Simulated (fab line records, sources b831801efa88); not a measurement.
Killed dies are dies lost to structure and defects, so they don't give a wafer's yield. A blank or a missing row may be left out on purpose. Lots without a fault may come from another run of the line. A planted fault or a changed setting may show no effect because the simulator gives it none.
A struck lot beside a sound one | flow sky130 | 15 steps out of a route of 708
Sound: wafers L409.2, L409.3, L409.5. Struck: wafers L401.1, L401.2, L401.4. The cause comes at the end.
At each step with rows: each side's tool, then ch and its chambers, then its first start. Under that, the readings that differ: sound wafers | struck wafers | difference of the means | sigmas: that difference in standard deviations of wafers without a fault.
alike: readings whose means differ by less than 2 such deviations, and words and numbers that are the same on both sides. not compared: withheld readings, readings that some wafer has no value for, bounds like >300 that may hide the same value, and numbers for which the record gives no deviation and whose values overlap.
The two part at a step that has a row with sigmas, a row that says differs or no value, or rows on one side only. Numbers that don't overlap but have no deviation are shown without sigmas and don't part them. A reading that every wafer of one side lacks parts them only if that side has two wafers or more.

first, 7 steps without rows for these wafers: SKY_METAL3_HMDS_06 (prime time 60 s); SKY_METAL3_COAT_07 (resist thk 60 nm); SKY_METAL3_COAT_08 (resist thk 1140 nm); SKY_METAL3_SOFTBAKE_09 (time 90 s); SKY_METAL3_EXPOSE_10 (exposes mask MM3, target cd 300 nm); SKY_METAL3_PEB_11; SKY_METAL3_DEVELOP_12 (develop time 60 s).
SKY_METAL3_CD_MEAS_13: target cd 300 nm.
  sound on cd_sem-02, day 44 14:13; struck on cd_sem-01, day 42 21:27
  alike: cd_nm
SKY_METAL3_OVL_MEAS_14:
  sound on overlay-02, day 44 14:20; struck on overlay-02, day 42 21:34
  alike: METAL3_OVL
SKY_METAL3_DESCUM_15: chemistry O2, time 8 s.
  sound on rie_metal-02 ch 0,1, day 44 14:22; struck on rie_metal-01 ch 0,1, day 42 21:37
  alike: drypump_motor_current_A, oes_product_au
  not compared: rf_hours_counter_h
SKY_METAL3_ETCH_16: etches BARC in N2/H2, stops on SiO2, time 88.2 s, target depth 60 nm.
  sound on rie_metal-02 ch 0,1, day 44 14:23; struck on rie_metal-01 ch 0,1, day 42 21:38
  alike: bias_w, drypump_motor_current_A, oes_product_au, throttle_valve_pct
  not compared: rf_hours_counter_h
SKY_METAL3_ETCH_17: etches SiO2 in C4F8/O2/Ar, stops on TiN, time 3.9 s, target depth 15 nm.
  sound on rie_diel-01 ch 1,2,3, day 44 14:29; struck on rie_diel-01 ch 0,1,3, day 42 21:44
  alike: bias_w, oes_product_au
  not compared: rf_hours_counter_h
SKY_METAL3_METAL_ETCH_18: etches the open film in Cl2/BCl3, stops on SiO2, target depth 845 nm, time 183.1 s.
  sound on rie_metal-01 ch 0, day 44 14:31; struck on rie_metal-04 ch 0,1, day 42 21:46
  reading                                       | sound             | struck            | difference | sigmas
  bias_w (W)                                    | 48.57 48.39 48.37 | 45.53 45.71 45.60 | -2.83      | -20
  model.KrF-thick_of_METAL3_COAT_08.thk_nm (nm) | 519.6 514.8 515.2 | 533 536.1 535.7   | +18        |
  alike: drypump_motor_current_A, oes_product_au, throttle_valve_pct
  not compared: rf_hours_counter_h
SKY_METAL3_STRIP_19: strips in O2/N2.
  sound on plasma_asher-04 ch 0,1, day 44 14:41; struck on plasma_asher-02 ch 0,1, day 42 21:56
  reading                      | sound          | struck         | difference | sigmas
  drypump_motor_current_A (A)  | 6.5 6.4 6.5    | 5.7 5.4 5.4    | -1.0       | -2
  strip_time_to_endpoint_s (s) | 6.43 6.43 6.42 | 6.59 6.62 6.61 | +0.18      | +2
  alike: oes_product_au
  not compared: rf_hours_counter_h
-- the record jumps here: 6 days lie between the struck wafers' starts before and after (it left off in module METAL3 and takes up again in module PAD_OPEN, whose first step shown is number 708 of the route) --
SKY_PAD_OPEN_PROBE_99:
  sound on prober-02, day 50 13:20; struck on prober-01, day 49 07:07
  alike: defect_limited_yield, killed_at_M0_to_M3, killed_at_M4_up, killed_at_contacts, killed_at_front_end, killed_at_other, killed_dies, killed_on_rim, killed_open, killed_short, sort_bin_3_pad_short, sort_bin_5_function, sort_bin_6_memory, sort_n_pass, sort_yield_pct

WHERE THEY PART
First at SKY_METAL3_METAL_ETCH_18; last, within this record, at SKY_METAL3_STRIP_19. Later steps at which nothing parts them and some readings are alike: SKY_PAD_OPEN_PROBE_99.

WHY: what the simulator had put in
Process parameter drift: rie_metal-04, from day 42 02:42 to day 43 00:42, at SKY_METAL3_METAL_ETCH_18. Setting bias_w, moved by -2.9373, from 48.5. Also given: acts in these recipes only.
